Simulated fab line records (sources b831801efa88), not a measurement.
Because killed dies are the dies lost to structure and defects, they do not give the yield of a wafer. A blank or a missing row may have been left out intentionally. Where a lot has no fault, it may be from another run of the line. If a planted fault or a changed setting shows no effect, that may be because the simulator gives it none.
Split-lot trial / flow sky130 / route with 708 steps; 5 lots, 27 wafers read

== ON THE SPLIT ==
At SKY_METAL4_SPUTTER_02 (material AlCu, target thk 735 nm, time 39.1 s), the setting time s was moved away from the recipe's 39.1 s on 6 of the 27 wafers read, by -37.8% to +15.2%. All remaining wafers had this setting at the recipe value.

== FROM THE SPLIT TO THE READING: what the file shows between them, 5 steps ==
- SKY_METAL4_DEVELOP_12: develop time 60 s (also split here: develop time s)
- SKY_METAL4_CD_MEAS_13: target cd 300 nm
- SKY_METAL4_DESCUM_15: chemistry O2, time 8 s
- SKY_METAL4_ETCH_16: etches BARC in N2/H2, stops on SiO2, time 86.74 s, target depth 60 nm
- SKY_METAL4_ETCH_17: etches SiO2 in C4F8/O2/Ar, stops on TiN, time 3.9 s, target depth 15 nm

== THE READING ==
oes product au, in a.u., at SKY_METAL4_METAL_ETCH_18 (etches the open film in Cl2/BCl3, stops on SiO2, target depth 845 nm, time 183.1 s). A value of 0.867 a.u. with a standard deviation of 0.0057 a.u. is what fault-free wafers of this fab line usually give.

wafer=L074.1; tool, chamber at the split=pvd sputter-03, -; time s as run, s=24.33; against the recipe=-37.8%; oes product au, a.u.=0.702; against lot-mates on the recipe=-0.163
wafer=L074.2; tool, chamber at the split=pvd sputter-03, -; time s as run, s=24.33; against the recipe=-37.8%; oes product au, a.u.=0.707; against lot-mates on the recipe=-0.158
wafer=L074.3; tool, chamber at the split=pvd sputter-03, -; time s as run, s=39.1; against the recipe=recipe; oes product au, a.u.=0.866; against lot-mates on the recipe=-
wafer=L074.4; tool, chamber at the split=pvd sputter-03, -; time s as run, s=39.1; against the recipe=recipe; oes product au, a.u.=0.863; against lot-mates on the recipe=-
wafer=L074.5; tool, chamber at the split=pvd sputter-03, -; time s as run, s=24.33; against the recipe=-37.8%; oes product au, a.u.=0.714; against lot-mates on the recipe=-0.151
wafer=L074.6; tool, chamber at the split=pvd sputter-03, -; time s as run, s=39.1; against the recipe=recipe; oes product au, a.u.=0.865; against lot-mates on the recipe=-
wafer=L077.1; tool, chamber at the split=pvd sputter-01, -; time s as run, s=39.1; against the recipe=recipe; oes product au, a.u.=0.871; against lot-mates on the recipe=-
wafer=L077.2; tool, chamber at the split=pvd sputter-01, -; time s as run, s=39.1; against the recipe=recipe; oes product au, a.u.=0.875; against lot-mates on the recipe=-
wafer=L077.3; tool, chamber at the split=pvd sputter-01, -; time s as run, s=39.1; against the recipe=recipe; oes product au, a.u.=0.871; against lot-mates on the recipe=-
wafer=L077.4; tool, chamber at the split=pvd sputter-01, -; time s as run, s=39.1; against the recipe=recipe; oes product au, a.u.=0.875; against lot-mates on the recipe=-
wafer=L077.5; tool, chamber at the split=pvd sputter-01, -; time s as run, s=39.1; against the recipe=recipe; oes product au, a.u.=0.866; against lot-mates on the recipe=-
wafer=L077.6; tool, chamber at the split=pvd sputter-01, -; time s as run, s=39.1; against the recipe=recipe; oes product au, a.u.=0.865; against lot-mates on the recipe=-
wafer=L080.1; tool, chamber at the split=pvd sputter-03, -; time s as run, s=39.1; against the recipe=recipe; oes product au, a.u.=0.866; against lot-mates on the recipe=-
wafer=L080.2; tool, chamber at the split=pvd sputter-03, -; time s as run, s=45.03; against the recipe=+15.2%; oes product au, a.u.=0.935; against lot-mates on the recipe=+0.070
wafer=L080.3; tool, chamber at the split=pvd sputter-03, -; time s as run, s=45.03; against the recipe=+15.2%; oes product au, a.u.=0.929; against lot-mates on the recipe=+0.064
wafer=L080.4; tool, chamber at the split=pvd sputter-03, -; time s as run, s=45.03; against the recipe=+15.2%; oes product au, a.u.=0.938; against lot-mates on the recipe=+0.073
wafer=L080.5; tool, chamber at the split=pvd sputter-03, -; time s as run, s=39.1; against the recipe=recipe; oes product au, a.u.=0.867; against lot-mates on the recipe=-
wafer=L080.6; tool, chamber at the split=pvd sputter-03, -; time s as run, s=39.1; against the recipe=recipe; oes product au, a.u.=0.862; against lot-mates on the recipe=-
wafer=L079.2; tool, chamber at the split=pvd sputter-03, -; time s as run, s=39.1; against the recipe=recipe; oes product au, a.u.=0.860; against lot-mates on the recipe=-
wafer=L079.3; tool, chamber at the split=pvd sputter-03, -; time s as run, s=39.1; against the recipe=recipe; oes product au, a.u.=0.855; against lot-mates on the recipe=-
wafer=L079.5; tool, chamber at the split=pvd sputter-03, -; time s as run, s=39.1; against the recipe=recipe; oes product au, a.u.=0.866; against lot-mates on the recipe=-
wafer=L085.1; tool, chamber at the split=pvd sputter-02, -; time s as run, s=39.1; against the recipe=recipe; oes product au, a.u.=0.869; against lot-mates on the recipe=-
wafer=L085.2; tool, chamber at the split=pvd sputter-02, -; time s as run, s=39.1; against the recipe=recipe; oes product au, a.u.=0.863; against lot-mates on the recipe=-
wafer=L085.3; tool, chamber at the split=pvd sputter-02, -; time s as run, s=39.1; against the recipe=recipe; oes product au, a.u.=0.878; against lot-mates on the recipe=-
wafer=L085.4; tool, chamber at the split=pvd sputter-02, -; time s as run, s=39.1; against the recipe=recipe; oes product au, a.u.=0.878; against lot-mates on the recipe=-
wafer=L085.5; tool, chamber at the split=pvd sputter-02, -; time s as run, s=39.1; against the recipe=recipe; oes product au, a.u.=0.875; against lot-mates on the recipe=-
wafer=L085.6; tool, chamber at the split=pvd sputter-02, -; time s as run, s=39.1; against the recipe=recipe; oes product au, a.u.=0.880; against lot-mates on the recipe=-

FIT RESULTS
A straight line over all 27 wafers: oes product au changes by +0.00427 a.u. for each +1% of time s; r = +0.99; the points scatter about the line by 0.0063 a.u.
The same after taking each lot's own level away (the mean of its wafers on the recipe; 27 wafers): +0.00422 a.u. for each +1%; r = +1.00; scatter 0.0048 a.u.
According to that fit, moving time s by its largest amount changes the reading by 0.16 a.u.
The span of the lots' own levels, 0.8603 to 0.8738 a.u., comes to 2.4 times the standard deviation stated above.
Consequently the slope shifts little with the lot-to-lot level, the two slopes agreeing.
Check: -0.157 a.u. against its lot-mates is what the line predicts for one of the wafers moved furthest among these (-37.8%) when that wafer is left out of the fit. It came out at -0.163 a.u. against them.

== OTHER SPLITS APPLIED TO THESE WAFERS ==
Before the reading, these wafers also passed through other splits. Each is held against what the fit with the lots' levels taken away leaves over:
other split on the same wafers=SKY_CAPM_SPUTTER_02 time s; wafers away from the commonest value=6; r with oes product au (lot level and that fit taken away)=+0.12
other split on the same wafers=SKY_METAL4_DEVELOP_12 develop time s; wafers away from the commonest value=12; r with oes product au (lot level and that fit taken away)=+0.09

== THE WHOLE CHAIN: every reading that the file lists as answering this split, in the file's order ==
step=SKY_METAL4_SPUTTER_02; what it does=material AlCu, target thk 735 nm, time 39.1 s; reading=AlCu_of_METAL4_SPUTTER_02.thk nm (the simulator's own value, which no gauge read); change (the file's fit)=+7.21 nm for each +1% of the setting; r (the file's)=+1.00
step=SKY_METAL4_METAL_ETCH_18; what it does=etches the open film in Cl2/BCl3, stops on SiO2, target depth 845 nm, time 183.1 s; reading=oes product au; change (the file's fit)=+0.00422 a.u. for each +1% of the setting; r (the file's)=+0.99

== THE FILE'S OWN FIT ==
oes product au changes by +0.00422 a.u. for each +1% of time s, r = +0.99.
